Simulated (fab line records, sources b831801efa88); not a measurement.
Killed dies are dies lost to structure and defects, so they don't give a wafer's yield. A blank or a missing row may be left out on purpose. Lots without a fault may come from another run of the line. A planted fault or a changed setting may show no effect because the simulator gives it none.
fab line records | flow sky130
record lots=6 wafers=18 last_day=50
route steps=708 shown VIA4@639 METAL5@661 PAD_OPEN@708
lots that met no fault: from a run of the same line without faults
start_h: hours from the record's first day to the start of the lot's first wafer shown | wait_h: hours since the lot's step before | " the same as in the row above | L1.1+2: a row that stands for several wafers | - no value, or no start given | * or withheld: withheld | < > ~ a bound
route shown NAME@n: a module of which the file shows steps, and the number in the route of the first | usual: mean/standard deviation of fault-free wafers | same: alike in all rows | chamber/n: place in a boat | sites: the reading at each site | _std_site: their standard deviation | _edge_site: outer sites' mean less inner sites' | radius_mm: how far each site lies from the wafer's centre | mask NAME#n: copy n | behind: the tool/chamber that last shaped the wafer | hold: why the lot was held/for how many hours/how that ended | device: the transistor (n, p or np) that didn't switch | end of line: the same wafers' tests at the end of the route | a step without rows: its recipe alone | killed: dies lost to structure and defects at the first sort, not the wafer's yield | map: a wafer's dies, x killed, . not, _ none there
set.NAME: the setting as run; set.NAME@STEP: as run at that earlier step | model.NAME: the simulator's own value behind a step, which no gauge read
lots at some steps of the route; a table a step, a row a wafer
services: from which hour (start_h, from the record's first day; less than 0 if before it) a tool's chamber was out of use, for how many hours, and why
## steps
# step SKY_VIA4_HDPCVD_00
# recipe material=SiO2 target_thk_nm=1750 sigma_open_frac=0.3 time_s=291.7 temp_c=400 sih4_flow_sccm=60 pressure_mtorr=6
# step SKY_VIA4_THK_MEAS_01
# recipe reads=SiO2_of_VIA4_HDPCVD_00
# usual VIA4_HDPCVD_THK=1745/20
# columns lot.wafer tool chamber start_h wait_h VIA4_HDPCVD_THK[nm]
L526.2 film_metro-01 - 981.44 0.1 1748
L526.3 " - " " 1763
L526.4 " - " " 1736
L528.1 film_metro-04 - 992.30 0.1 1769
L528.5 " - " " 1788
L528.6 " - " " 1769
L532.2 film_metro-01 - 1019.48 0.1 1726
L532.4 " - " " 1738
L532.6 " - " " 1715
L539.2 film_metro-03 - 1065.31 0.1 1711
L539.4 " - " " 1730
L539.5 " - " " 1736
L540.2 film_metro-01 - 1075.10 0.1 1732
L540.5 " - " " 1706
L540.6 " - " " 1726
L548.1 film_metro-04 - 1119.08 0.1 1744
L548.2 " - " " 1767
L548.6 " - " " 1782
# step SKY_VIA4_CMP_02
# recipe material=SiO2 down_force_psi=4 platen_rpm=60 pad_velocity_m_s=0.94248
# usual motor_current_A=12.4/1.5 slurry_flow_ml_min=150.1/0.47
# columns lot.wafer tool chamber start_h wait_h motor_current_A slurry_flow_ml_min
L526.3 cmp-02 1 981.59 0.1 10.8 150.4
L526.2 " 2 " " 10.2 150.8
L526.4 " 3 " " 10.6 150.7
L528.1 cmp-02 0 992.41 0.1 13.9 149.9
L528.5 " 3 " " 10.8 150.2
L528.6 " 0 " " 13.8 149.7
L532.2 cmp-01 3 1019.53 0.0 14.6 150.3
L532.4 " 2 " " 12.1 150.3
L532.6 " 0 " " 12.9 150.0
L539.2 cmp-02 3 1065.36 0.0 10.9 150.4
L539.4 " 1 " " 10.4 150.0
L539.5 " 0 " " 14.0 150.5
L540.2 cmp-02 3 1075.20 0.1 11.3 149.5
L540.6 " 2 " " 10.2 150.2
L540.5 " 3 " " 10.7 150.0
L548.2 cmp-01 0 1119.24 0.1 13.1 149.8
L548.1 " 1 " " 12.4 149.7
L548.6 " 3 " " 14.0 149.7
# step SKY_VIA4_BOW_MEAS_03
# recipe mode=bow
# usual VIA4_BOW=81/8.9
# columns lot.wafer tool chamber start_h wait_h VIA4_BOW[um]
L526.2 film_metro-01 - 981.86 0.2 74
L526.3 " - " " 77
L526.4 " - " " 89
L528.1 film_metro-04 - 992.66 0.2 80
L528.5 " - " " 80
L528.6 " - " " 84
L532.2 film_metro-03 - 1019.85 0.3 102
L532.4 " - " " 88
L532.6 " - " " 98
L539.2 film_metro-04 - 1065.68 0.3 96
L539.4 " - " " 75
L539.5 " - " " 76
L540.2 film_metro-01 - 1075.47 0.2 64
L540.5 " - " " 76
L540.6 " - " " 68
L548.1 film_metro-04 - 1119.44 0.1 78
L548.2 " - " " 82
L548.6 " - " " 88
# step SKY_VIA4_DEHYDRATE_04
# recipe temp_c=200 time_s=60
# step SKY_VIA4_HMDS_05
# recipe prime_time_s=60 prime_temp_c=120
# step SKY_VIA4_COAT_06
# recipe resist=NOVOLAK spin_rpm=3000 resist_thk_nm=1140
# step SKY_VIA4_SOFTBAKE_07
# recipe temp_c=90 time_s=60 resist=NOVOLAK
# step SKY_VIA4_EXPOSE_08
# recipe mask_id=VIM4 na=0.6 source_shape=conventional sigma_outer=0.6 polarization=unpolarized target_cd_nm=800 dose_mj=132
# step SKY_VIA4_PEB_09
# recipe temp_c=withheld time_s=* resist=NOVOLAK
# step SKY_VIA4_DEVELOP_10
# recipe resist=NOVOLAK developer=TMAH develop_time_s=60 dev_temp_c=23
# step SKY_VIA4_OVL_MEAS_11
# usual VIA4_OVL=-0.8/1.2
# columns lot.wafer tool chamber start_h wait_h VIA4_OVL[nm]
L526.2 overlay-02 - 1005.47 0.1 -0.4
L526.3 " - " " -1.9
L526.4 " - " " -1.1
L528.1 overlay-02 - 1015.94 0.1 -1.0
L528.5 " - " " -1.3
L528.6 " - " " -2.6
L532.2 overlay-02 - 1042.48 0.1 -1.9
L532.4 " - " " -1.7
L532.6 " - " " -1.5
L539.2 overlay-01 - 1085.53 0.1 -0.9
L539.4 " - " " -0.7
L539.5 " - " " -0.5
L540.2 overlay-02 - 1095.83 0.1 -0.1
L540.5 " - " " 0.3
L540.6 " - " " 0.3
L548.1 overlay-01 - 1138.14 0.1 0.0
L548.2 " - " " -0.4
L548.6 " - " " -0.7
# step SKY_VIA4_ETCH_12
# recipe target=SiO2 chemistry=C4F8/O2/Ar stop_on=TiN mask_material=NOVOLAK source_w=1500 bias_w=1200 pressure_mtorr=40 c4f8_flow_sccm=withheld O2_flow_sccm=6 Ar_flow_sccm=300 time_s=withheld target_depth_a=5800
# usual oes_product_au=0.925/0.0045
# columns lot.wafer tool chamber start_h wait_h oes_product_au
L526.2 rie_diel-04 1 1005.50 0.0 0.921
L526.3 " 0 " " 0.921
L526.4 " 3 " " 0.923
L528.1 rie_diel-01 2 1015.97 0.0 0.923
L528.5 " 0 " " 0.919
L528.6 " 3 " " 0.929
L532.2 rie_diel-02 2 1042.51 0.0 0.921
L532.4 " 0 " " 0.928
L532.6 " 0 " " 0.927
L539.2 rie_diel-02 2 1085.56 0.0 0.922
L539.4 " 0 " " 0.932
L539.5 " 3 " " 0.923
L540.2 rie_diel-02 3 1095.86 0.0 0.924
L540.5 " 3 " " 0.925
L540.6 " 0 " " 0.919
L548.1 rie_diel-01 3 1138.17 0.0 0.927
L548.2 " 2 " " 0.918
L548.6 " 0 " " 0.926
# step SKY_VIA4_STRIP_13
# recipe chemistry=O2/N2 power_w=1400 pressure_mtorr=1500 platen_temp_c=withheld o2_flow_sccm=3000 n2_flow_sccm=300 overash_fraction=0.5
# step SKY_VIA4_STRIP_14
# recipe chemistry=post_etch_residue_remover time_s=1200 temp_c=72.5
# step SKY_VIA4_CLEAN_15
# recipe chemistry=IPA time_s=180 temp_c=25
# step SKY_VIA4_CLEAN_16
# recipe chemistry=O3/DIW dry=n2_spin
# step SKY_VIA4_SPUTTER_17
# recipe material=TiN target_thk_nm=20 chamber_pressure_pa=5 power_w=4000 time_s=80
# usual throttle_valve_pct=30.0/1.2
# same time_s=80
# columns lot.wafer tool chamber start_h wait_h throttle_valve_pct
L526.2 pvd_sputter-01 - 1006.21 0.0 29.1
L526.3 " - " " 31.5
L526.4 " - " " 28.5
L528.1 pvd_sputter-04 - 1016.72 0.0 28.6
L528.5 " - " " 30.5
L528.6 " - " " 31.8
L532.2 pvd_sputter-04 - 1043.17 0.0 31.5
L532.4 " - " " 28.2
L532.6 " - " " 31.8
L539.2 pvd_sputter-02 - 1086.23 0.0 30.2
L539.4 " - " " 30.8
L539.5 " - " " 30.9
L540.2 pvd_sputter-01 - 1096.58 0.0 28.2
L540.5 " - " " 28.8
L540.6 " - " " 28.6
L548.1 pvd_sputter-02 - 1138.84 0.0 30.8
L548.2 " - " " 30.1
L548.6 " - " " 31.1
# step SKY_VIA4_CVD_18
# recipe material=W target_thk_nm=505 time_s=152.14 temp_c=400 pressure_torr=40
# step SKY_VIA4_RS_MEAS_19
# recipe thk_meas_gauge=four-point-probe reads=W_of_VIA4_CVD_18+TiN_of_VIA4_SPUTTER_17
# usual VIA4_W_RS=0.2271/0.0025
# columns lot.wafer tool chamber start_h wait_h VIA4_W_RS[ohm/sq]
L526.2 film_metro-03 - 1006.44 0.1 0.2296
L526.3 " - " " 0.2294
L526.4 " - " " 0.2273
L528.1 film_metro-03 - 1016.93 0.1 0.2287
L528.5 " - " " 0.2274
L528.6 " - " " 0.2235
L532.2 film_metro-03 - 1043.41 0.1 0.2262
L532.4 " - " " 0.2263
L532.6 " - " " 0.2255
L539.2 film_metro-01 - 1086.47 0.1 0.2266
L539.4 " - " " 0.2272
L539.5 " - " " 0.2251
L540.2 film_metro-04 - 1096.81 0.1 0.2245
L540.5 " - " " 0.2261
L540.6 " - " " 0.2269
L548.1 film_metro-03 - 1139.06 0.1 0.2272
L548.2 " - " " 0.2262
L548.6 " - " " 0.2257
# step SKY_VIA4_THK_MEAS_20
# recipe thk_meas_gauge=xrf reads=W_of_VIA4_CVD_18
# usual VIA4_W_THK=499/7.1
# columns lot.wafer tool chamber start_h wait_h VIA4_W_THK[nm]
L526.2 film_metro-03 - 1006.55 0.1 494
L526.3 " - " " 496
L526.4 " - " " 498
L528.1 film_metro-03 - 1017.05 0.1 495
L528.5 " - " " 493
L528.6 " - " " 501
L532.2 film_metro-03 - 1043.52 0.1 499
L532.4 " - " " 500
L532.6 " - " " 500
L539.2 film_metro-01 - 1086.58 0.1 504
L539.4 " - " " 498
L539.5 " - " " 504
L540.2 film_metro-04 - 1096.92 0.1 510
L540.5 " - " " 507
L540.6 " - " " 509
L548.1 film_metro-03 - 1139.18 0.1 497
L548.2 " - " " 496
L548.6 " - " " 495
# step SKY_VIA4_CMP_21
# recipe stop_on=SiO2 t_overpolish_s=25 down_force_psi=3.5 platen_rpm=60 target_thk_nm=0 pad_velocity_m_s=0.94248
# step SKY_METAL5_SPUTTER_00
# recipe material=Ti target_thk_nm=15 power_w=3000 time_s=10 chamber_pressure_pa=0.4
# usual throttle_valve_pct=30.0/1.5
# same time_s=10
# columns lot.wafer tool chamber start_h wait_h throttle_valve_pct
L526.2 pvd_sputter-01 - 1006.90 0.1 28.2
L526.3 " - " " 31.1
L526.4 " - " " 29.1
L528.1 pvd_sputter-01 - 1017.41 0.2 28.4
L528.5 " - " " 28.3
L528.6 " - " " 28.9
L532.2 pvd_sputter-03 - 1043.87 0.1 29.6
L532.4 " - " " 28.2
L532.6 " - " " 28.5
L539.2 pvd_sputter-01 - 1086.93 0.1 31.2
L539.4 " - " " 28.3
L539.5 " - " " 28.4
L540.2 pvd_sputter-01 - 1100.01 0.1 28.6
L540.5 " - " " 28.4
L540.6 " - " " 31.2
L548.1 pvd_sputter-03 - 1139.81 0.2 31.0
L548.2 " - " " 32.7
L548.6 " - " " 30.9
# step SKY_METAL5_SPUTTER_01
# recipe material=TiN target_thk_nm=20 power_w=6500 time_s=16.7 chamber_pressure_pa=0.4
# usual throttle_valve_pct=30.0/1.6
# same time_s=16.7
# columns lot.wafer tool chamber start_h wait_h throttle_valve_pct
L526.2 pvd_sputter-01 - 1006.93 0.0 28.8
L526.3 " - " " 31.3
L526.4 " - " " 29.1
L528.1 pvd_sputter-01 - 1017.43 0.0 28.8
L528.5 " - " " 28.6
L528.6 " - " " 29.2
L532.2 pvd_sputter-03 - 1043.89 0.0 29.3
L532.4 " - " " 28.2
L532.6 " - " " 28.5
L539.2 pvd_sputter-01 - 1086.95 0.0 31.2
L539.4 " - " " 28.3
L539.5 " - " " 28.4
L540.2 pvd_sputter-01 - 1100.03 0.0 28.4
L540.5 " - " " 28.4
L540.6 " - " " 31.2
L548.1 pvd_sputter-03 - 1139.84 0.0 30.9
L548.2 " - " " 32.8
L548.6 " - " " 31.0
# step SKY_METAL5_SPUTTER_02
# recipe material=AlCu target_thk_nm=1150 power_w=10600 time_s=61.2 chamber_pressure_pa=0.4
# step SKY_METAL5_SPUTTER_03
# recipe material=Ti target_thk_nm=5 power_w=3000 time_s=3.3 chamber_pressure_pa=0.4
# step SKY_METAL5_SPUTTER_04
# recipe material=TiN target_thk_nm=70 power_w=6500 time_s=58.3 chamber_pressure_pa=0.4
# step SKY_METAL5_RS_MEAS_05
# recipe thk_meas_gauge=four-point-probe reads=TiN_of_METAL5_SPUTTER_04+Ti_of_METAL5_SPUTTER_03+AlCu_of_METAL5_SPUTTER_02+TiN_of_METAL5_SPUTTER_01+Ti_of_METAL5_SPUTTER_00
# usual METAL5_ALCU_RS=0.027/0.00028
# columns lot.wafer tool chamber start_h wait_h METAL5_ALCU_RS[ohm/sq]
L526.2 film_metro-02 - 1007.09 0.0 0.02732
L526.3 " - " " 0.027
L526.4 " - " " 0.02666
L528.1 film_metro-01 - 1017.58 0.0 0.02714
L528.5 " - " " 0.02713
L528.6 " - " " 0.0269
L532.2 film_metro-02 - 1044.05 0.0 0.02702
L532.4 " - " " 0.02632
L532.6 " - " " 0.02632
L539.2 film_metro-04 - 1087.11 0.0 0.02705
L539.4 " - " " 0.027
L539.5 " - " " 0.02714
L540.2 film_metro-04 - 1100.20 0.0 0.02694
L540.5 " - " " 0.02678
L540.6 " - " " 0.02702
L548.1 film_metro-01 - 1139.98 0.0 0.02731
L548.2 " - " " 0.02715
L548.6 " - " " 0.0271
# step SKY_METAL5_THK_MEAS_06
# recipe thk_meas_gauge=xrf reads=AlCu_of_METAL5_SPUTTER_02
# usual METAL5_ALCU_THK=1140/13
# columns lot.wafer tool chamber start_h wait_h METAL5_ALCU_THK[nm]
L526.2 film_metro-02 - 1007.20 0.1 1122
L526.3 " - " " 1133
L526.4 " - " " 1149
L528.1 film_metro-01 - 1017.70 0.1 1142
L528.5 " - " " 1142
L528.6 " - " " 1152
L532.2 film_metro-02 - 1044.16 0.1 1129
L532.4 " - " " 1162
L532.6 " - " " 1162
L539.2 film_metro-04 - 1087.22 0.1 1135
L539.4 " - " " 1139
L539.5 " - " " 1129
L540.2 film_metro-04 - 1100.31 0.1 1136
L540.5 " - " " 1147
L540.6 " - " " 1131
L548.1 film_metro-01 - 1140.10 0.1 1135
L548.2 " - " " 1136
L548.6 " - " " 1141
# step SKY_METAL5_DEHYDRATE_07
# recipe temp_c=200 time_s=60
# step SKY_METAL5_HMDS_08
# recipe prime_time_s=60 prime_temp_c=120
# step SKY_METAL5_COAT_09
# recipe resist=NOVOLAK spin_rpm=3000 resist_thk_nm=1800
# step SKY_METAL5_SOFTBAKE_10
# recipe temp_c=90 time_s=60 resist=NOVOLAK
# step SKY_METAL5_EXPOSE_11
# recipe mask_id=MM5 na=0.6 source_shape=conventional sigma_outer=0.6 polarization=unpolarized target_cd_nm=1600 dose_mj=190
# step SKY_METAL5_PEB_12
# recipe temp_c=withheld time_s=* resist=NOVOLAK
# step SKY_METAL5_DEVELOP_13
# recipe resist=NOVOLAK developer=TMAH develop_time_s=60 dev_temp_c=23
# step SKY_METAL5_DESCUM_14
# recipe chemistry=O2 source_power_w=150 bias_power_w=0 pressure_mtorr=10 temp_c=40 time_s=11
# step SKY_METAL5_METAL_ETCH_15
# recipe target_depth_a=12600 stop_on=SiO2 over_etch_frac=0.2 time_s=252 chemistry=Cl2/BCl3 resist_sidewall_deg=86 pressure_mtorr=10 icp_w=900 bias_w=48.5 Cl2_flow_sccm=60 bcl3_flow_sccm=30
# step SKY_METAL5_STRIP_16
# recipe chemistry=O2/N2 power_w=1400 pressure_mtorr=1500 platen_temp_c=withheld o2_flow_sccm=3000 n2_flow_sccm=300 overash_fraction=0.5
# usual drypump_motor_current_A=5.7/0.54 oes_product_au=0.710/0.0047 strip_time_to_endpoint_s=13.08/0.15
# columns lot.wafer tool chamber start_h wait_h drypump_motor_current_A oes_product_au rf_hours_counter_h strip_time_to_endpoint_s
L526.2 plasma_asher-01 1 1029.89 0.2 4.8 0.717 27 13.05
L526.3 " 0 " " 6.3 0.711 - 13.02
L526.4 " 1 " " 4.8 0.712 - 13.05
L528.1 plasma_asher-03 1 1039.78 0.2 5.4 0.712 88 13.09
L528.5 " 0 " " 6.2 0.708 - 12.87
L528.6 " 1 " " 5.4 0.709 - 13.09
L532.2 plasma_asher-04 1 1066.49 0.2 5.4 0.711 64 13.23
L532.4 " 0 " " 6.0 0.716 - 13.27
L532.6 " 0 " " 6.0 0.714 - 13.00
L539.2 plasma_asher-01 0 1106.66 0.2 6.3 0.709 33 12.97
L539.4 " 0 " " 6.3 0.709 - 13.10
L539.5 " 1 " " 4.8 0.708 - 13.21
L540.2 plasma_asher-04 1 1119.01 0.2 5.4 0.706 70 13.39
L540.5 " 0 " " 6.0 0.717 - 13.13
L540.6 " 1 " " 5.3 0.717 - 13.34
L548.1 plasma_asher-03 0 1158.06 0.2 6.2 0.719 100 13.07
L548.2 " 1 " " 5.3 0.717 100 13.14
L548.6 " 1 " " 5.3 0.712 - 13.12
# step SKY_METAL5_STRIP_17
# recipe chemistry=post_etch_residue_remover time_s=1200 temp_c=72.5
# step SKY_METAL5_CLEAN_18
# recipe chemistry=IPA time_s=180 temp_c=25
# step SKY_METAL5_CLEAN_19
# recipe chemistry=O3/DIW dry=n2_spin
# step SKY_PAD_OPEN_PROBE_99
# usual defect_limited_yield=82.6/1.8 killed_at_M0_to_M3=44/6.3 killed_at_M4_up=2.8/1.7 killed_at_contacts=25/5.8 killed_at_front_end=14/4.4 killed_at_other=0.3/0.49 killed_dies=86/8.7 killed_open=48/5.8 killed_short=38/6 sort_bin_3_pad_short=0.8/0.39 sort_bin_5_function=10.4/1.4 sort_bin_6_memory=6.2/1.1 sort_n_pass=406/8.7 sort_yield_pct=82.6/1.8
# same gross_dies=492 killed_at_back_side=0 sort_bin_4_leakage[%]=0 sort_bin_8_speed[%]=0
# columns lot.wafer tool chamber start_h wait_h defect_limited_yield[%] killed_at_M0_to_M3 killed_at_M4_up killed_at_contacts killed_at_front_end killed_at_other killed_dies killed_open killed_short sort_bin_3_pad_short[%] sort_bin_5_function[%] sort_bin_6_memory[%] sort_n_pass sort_yield_pct[%] model.etest.tester.sort_n_pass model.etest.tester.sort_yield_pct model.etest.tester.sort_bin_5_pct model.etest.tester.sort_bin_3_pct
L526.2 prober-02 - 1076.80 0.1 82.5 46 4 21 15 0 86 45 41 0.8 10.6 6.1 406 82.5 406 82.52 10.57 0.813
L526.3 prober-02 - 1076.85 0.2 83.7 44 3 18 15 0 80 48 32 0.6 10.6 5.1 412 83.7 412 83.74 10.57 0.6098
L526.4 prober-02 - 1076.90 0.2 79.3 46 5 28 22 1 102 53 49 0.8 11.8 8.1 390 79.3 390 79.27 11.79 0.813
L528.1 prober-01 - 1084.84 0.1 84.1 44 3 20 10 1 78 43 35 0.6 9.6 5.7 414 84.1 414 84.15 9.553 0.6098
L528.5 prober-01 - 1085.04 0.2 83.7 47 2 20 11 0 80 53 27 0.4 8.7 7.1 412 83.7 412 83.74 8.74 0.4065
L528.6 prober-01 - 1085.09 0.2 82.7 38 1 30 16 0 85 42 43 0.2 10.2 6.9 407 82.7 407 82.72 10.16 0.2033
L532.2 prober-02 - 1109.88 0.1 82.1 39 5 28 16 0 88 47 41 1.6 12.2 4.1 404 82.1 404 82.11 12.2 1.626
L532.4 prober-02 - 1109.98 0.2 82.3 49 4 17 17 0 87 47 40 0.8 10.4 6.5 405 82.3 405 82.32 10.37 0.813
L532.6 prober-02 - 1110.08 0.2 83.3 34 5 24 19 0 82 37 45 1.0 7.9 7.7 410 83.3 410 83.33 7.927 1.016
L539.2 prober-01 - 1147.96 0.1 80.7 56 3 23 13 0 95 57 38 0.2 11.6 7.5 397 80.7 397 80.69 11.59 0.2033
L539.4 prober-01 - 1148.06 0.2 82.1 49 1 28 10 0 88 52 36 0.4 12.8 4.7 404 82.1 404 82.11 12.8 0.4065
L539.5 prober-01 - 1148.11 0.2 68.7 46 72 17 18 1 154 50 40 5.5 19.1 6.7 338 68.7 338 68.7 19.11 5.488
L540.2 prober-02 - 1159.08 0.1 71.5 27 73 28 12 0 140 40 31 4.5 17.3 6.7 352 71.5 352 71.54 17.28 4.472
L540.5 prober-02 - 1159.23 0.2 69.1 47 68 18 18 1 152 42 42 5.5 16.7 8.7 340 69.1 340 69.11 16.67 5.488
L540.6 prober-02 - 1159.28 0.2 80.3 52 5 23 17 0 97 49 48 1.4 12.0 6.3 395 80.3 395 80.28 11.99 1.423
L548.1 prober-01 - 1195.15 0.1 80.5 54 3 23 15 1 96 48 48 0.8 12.6 6.1 396 80.5 396 80.49 12.6 0.813
L548.2 prober-01 - 1195.20 0.1 84.3 41 1 19 16 0 77 53 24 0.8 8.7 6.1 415 84.3 415 84.35 8.74 0.813
L548.6 prober-01 - 1195.40 0.2 84.6 41 6 18 11 0 76 40 36 1.4 9.8 4.3 416 84.6 416 84.55 9.756 1.423
# killed by level:class
L526.2 VIA2:geometric_particle:open=8 VIA1:geometric_particle:open=8 METAL2:geometric_particle:short=8 CONTACT:geometric_particle:open=7 LI_CONTACT:geometric_particle:open=5 METAL1:geometric_particle:short=5 POLY_GATE:geometric_particle:short=4 LI_CONTACT:geometric_particle:short=4
L526.3 CONTACT:geometric_particle:open=11 VIA1:geometric_particle:open=9 VIA3:geometric_particle:open=8 METAL2:geometric_particle:short=5 VIA2:geometric_particle:short=5 VIA2:geometric_particle:open=4 VIA1:geometric_particle:short=4 POLY_GATE:geometric_particle:open=3
L526.4 LI_CONTACT:geometric_particle:open=12 VIA1:geometric_particle:open=10 VIA1:geometric_particle:short=10 FIELD_ISO:geometric_particle:open=7 CONTACT:geometric_particle:short=7 VIA3:geometric_particle:open=7 POLY_GATE:geometric_particle:open=6 VIA2:geometric_particle:open=6
L528.1 VIA1:geometric_particle:open=9 CONTACT:geometric_particle:open=8 VIA2:geometric_particle:open=7 VIA3:geometric_particle:open=6 VIA2:geometric_particle:short=6 CONTACT:geometric_particle:short=5 VIA1:geometric_particle:short=5 FIELD_ISO:geometric_particle:open=4
L528.5 VIA1:geometric_particle:open=13 VIA2:geometric_particle:open=11 LI_CONTACT:geometric_particle:open=9 CONTACT:geometric_particle:open=5 METAL2:geometric_particle:short=5 VIA3:geometric_particle:open=5 POLY_CUT:geometric_particle:open=3 LOCAL_INTERCONNECT:geometric_particle:short=3
L528.6 CONTACT:geometric_particle:open=10 VIA1:geometric_particle:open=9 LOCAL_INTERCONNECT:geometric_particle:short=6 METAL1:geometric_particle:short=6 LI_CONTACT:geometric_particle:short=5 VIA2:geometric_particle:open=5 METAL3:geometric_particle:short=5 FIELD_ISO:geometric_particle:open=4
L532.2 FIELD_ISO:geometric_particle:open=8 LI_CONTACT:geometric_particle:open=8 VIA1:geometric_particle:open=8 CONTACT:geometric_particle:open=7 METAL2:geometric_particle:short=7 FIELD_ISO:geometric_particle:short=5 LOCAL_INTERCONNECT:geometric_particle:short=5 METAL1:geometric_particle:short=5
L532.4 VIA1:geometric_particle:open=10 CONTACT:geometric_particle:open=7 METAL1:geometric_particle:short=7 VIA2:geometric_particle:open=6 POLY_GATE:geometric_particle:short=5 VIA1:geometric_particle:short=5 VIA3:geometric_particle:open=5 FIELD_ISO:geometric_particle:short=4
L532.6 FIELD_ISO:geometric_particle:short=8 METAL1:geometric_particle:short=8 LI_CONTACT:geometric_particle:open=6 VIA3:geometric_particle:open=6 LOCAL_INTERCONNECT:geometric_particle:short=5 CONTACT:geometric_particle:open=5 POLY_GATE:geometric_particle:short=4 CONTACT:geometric_particle:short=4
L539.2 VIA1:geometric_particle:open=15 VIA3:geometric_particle:open=11 CONTACT:geometric_particle:open=9 LI_CONTACT:geometric_particle:open=7 VIA1:geometric_particle:short=7 VIA2:geometric_particle:open=6 METAL2:geometric_particle:short=5 METAL1:geometric_particle:short=4
L539.4 VIA1:geometric_particle:open=17 CONTACT:geometric_particle:open=13 VIA3:geometric_particle:open=7 LOCAL_INTERCONNECT:geometric_particle:short=6 METAL2:geometric_particle:short=6 CONTACT:geometric_particle:short=5 VIA1:geometric_particle:short=4 VIA2:geometric_particle:open=4
L539.5 VIA4:unspecified=64 VIA1:geometric_particle:open=16 POLY_GATE:geometric_particle:short=7 VIA3:geometric_particle:open=7 VIA3:geometric_particle:short=6 LOCAL_INTERCONNECT:geometric_particle:short=5 FIELD_ISO:geometric_particle:short=4 CONTACT:geometric_particle:open=4
L540.2 VIA4:unspecified=69 LI_CONTACT:geometric_particle:open=9 CONTACT:geometric_particle:open=8 VIA2:geometric_particle:open=5 LOCAL_INTERCONNECT:geometric_particle:short=5 VIA1:geometric_particle:open=5 FIELD_ISO:geometric_particle:open=4 METAL4:geometric_particle:short=4
L540.5 VIA4:unspecified=68 VIA2:geometric_particle:open=9 METAL2:geometric_particle:short=8 METAL1:geometric_particle:short=8 FIELD_ISO:geometric_particle:short=7 LI_CONTACT:geometric_particle:open=7 CONTACT:geometric_particle:open=7 VIA1:geometric_particle:open=7
L540.6 VIA3:geometric_particle:open=11 CONTACT:geometric_particle:open=8 VIA1:geometric_particle:open=8 CONTACT:geometric_particle:short=7 METAL1:geometric_particle:short=7 VIA1:geometric_particle:short=7 POLY_GATE:geometric_particle:open=6 VIA2:geometric_particle:open=5
L548.1 METAL1:geometric_particle:short=12 VIA1:geometric_particle:open=9 VIA1:geometric_particle:short=8 VIA2:geometric_particle:open=7 POLY_GATE:geometric_particle:open=6 LI_CONTACT:geometric_particle:open=6 CONTACT:geometric_particle:open=6 VIA3:geometric_particle:open=6
L548.2 VIA3:geometric_particle:open=12 CONTACT:geometric_particle:open=11 VIA1:geometric_particle:open=11 METAL1:geometric_particle:short=5 POLY_GATE:geometric_particle:open=4 VIA2:geometric_particle:open=4 SPACER:geometric_particle:open=3 LI_CONTACT:geometric_particle:open=3
L548.6 CONTACT:geometric_particle:open=9 VIA1:geometric_particle:open=8 VIA1:geometric_particle:short=6 METAL4:geometric_particle:short=6 VIA2:geometric_particle:short=5 VIA2:geometric_particle:open=4 LI_CONTACT:geometric_particle:open=4 METAL2:geometric_particle:short=4
# map L539.5 (x killed, . not)
__________..x...x.xx_________
________...x...xxx...x_______
______.....x.x.....x...x_____
_____....................____
____x......x.x..x....x..x.___
___..........x....x..x.....__
__..xx.x..x..........xx....._
_x..x.xx.xx.x........x.x.....
_....x.xx.x.x.x..............
_...x..x..xx.x...x...xx......
_....xxxxxxxxxxx.x.x.x.....xx
_....xxxxxxxxxxx..xx...x.....
_x....xxxxxxxxxx.......x.....
_.....xxxxxxxxxx.x.......x...
_x....xxxxxxxxx.....x....xx..
__x....xxxxxxxx....x.x..xx.._
___....xx..xx.x............__
____x......x.x...x........___
_____......x......xx....x____
______xx....xxx.....x..x_____
________.....xx....x.._______
__________.........._________
# map L540.5 (x killed, . not)
__________...x.x...._________
________.............._______
______..x....x..x......._____
_____............x...x...____
____...x......x.......x..x___
___.x.....xx...x..x.....x.x__
__..xx.......x............x._
_x........xx.......x.........
_xx.x......x.xxx..x.......x..
_xx...x.xxxx.xx...........xxx
_...x.x.xxxxxxx.......x......
_xx..x.xxxxxxxxx........x....
_......xxxxxxxxx.....x.xx..x.
_....xxxxxxxxxx.x..x.....x.x.
_x...xxxxxxxxxx.xx.x...x.....
__.x...xxxxxxxx..xx........._
___.xx...xxxxxx.xx.........__
____.....xxx.x..........xx___
_____...........xx.......____
______.....xxx.x........_____
________.........xx.xx_______
__________....x..xx._________
## services
# columns tool chamber start_h hours kind
rie_diel-02 2 960.48 1.5 repair
plasma_asher-03 - 974.12 0.9 repair
plasma_asher-03 - 987.52 0.7 repair
rie_diel-01 2 1031.63 6.9 repair
cmp-02 - 1039.62 4.8 pm
cmp-01 - 1041.08 0.5 repair
rie_diel-01 - 1046.62 1.4 repair
rie_diel-01 3 1056.66 11.2 repair
pvd_sputter-01 - 1058.65 6.3 repair
plasma_asher-01 - 1060.67 10.2 pm
cmp-01 - 1064.50 8.5 pm
rie_diel-01 2 1066.76 21.5 repair
rie_diel-01 3 1078.79 4.6 repair
cmp-02 - 1084.00 4.0 pm
cmp-01 - 1096.29 3.4 repair
cmp-02 - 1097.45 2.8 repair
pvd_sputter-04 - 1105.32 18.1 repair
rie_diel-02 0 1113.34 14.6 repair
pvd_sputter-04 - 1120.03 2.3 repair
plasma_asher-03 - 1120.26 3.7 repair
rie_diel-02 2 1123.16 4.2 repair
plasma_asher-04 - 1133.86 5.8 repair
plasma_asher-04 - 1134.26 2.1 repair
cmp-02 - 1148.46 5.7 repair
## key
first_sign step=SKY_PAD_OPEN_PROBE_99 reading=killed_at_M4_up direction=up sigmas=40 usual=2.8 struck=71
effect step=SKY_PAD_OPEN_PROBE_99 reading=sort_bin_3_pad_short direction=up sigmas=11 usual=0.8 struck=5.1
model_effect step=SKY_PAD_OPEN_PROBE_99 value=etest.tester.sort_n_pass without=402 struck=343.3
met_at SKY_VIA4_ETCH_12
struck_wafers L539.5,L540.2,L540.5
fault kind=chamber_particle_source tool=rie_diel-02 chamber=3 onset_h=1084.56 steps=SKY_VIA4_ETCH_12 rate_per_visit_cm2=2.0632 end_h=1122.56
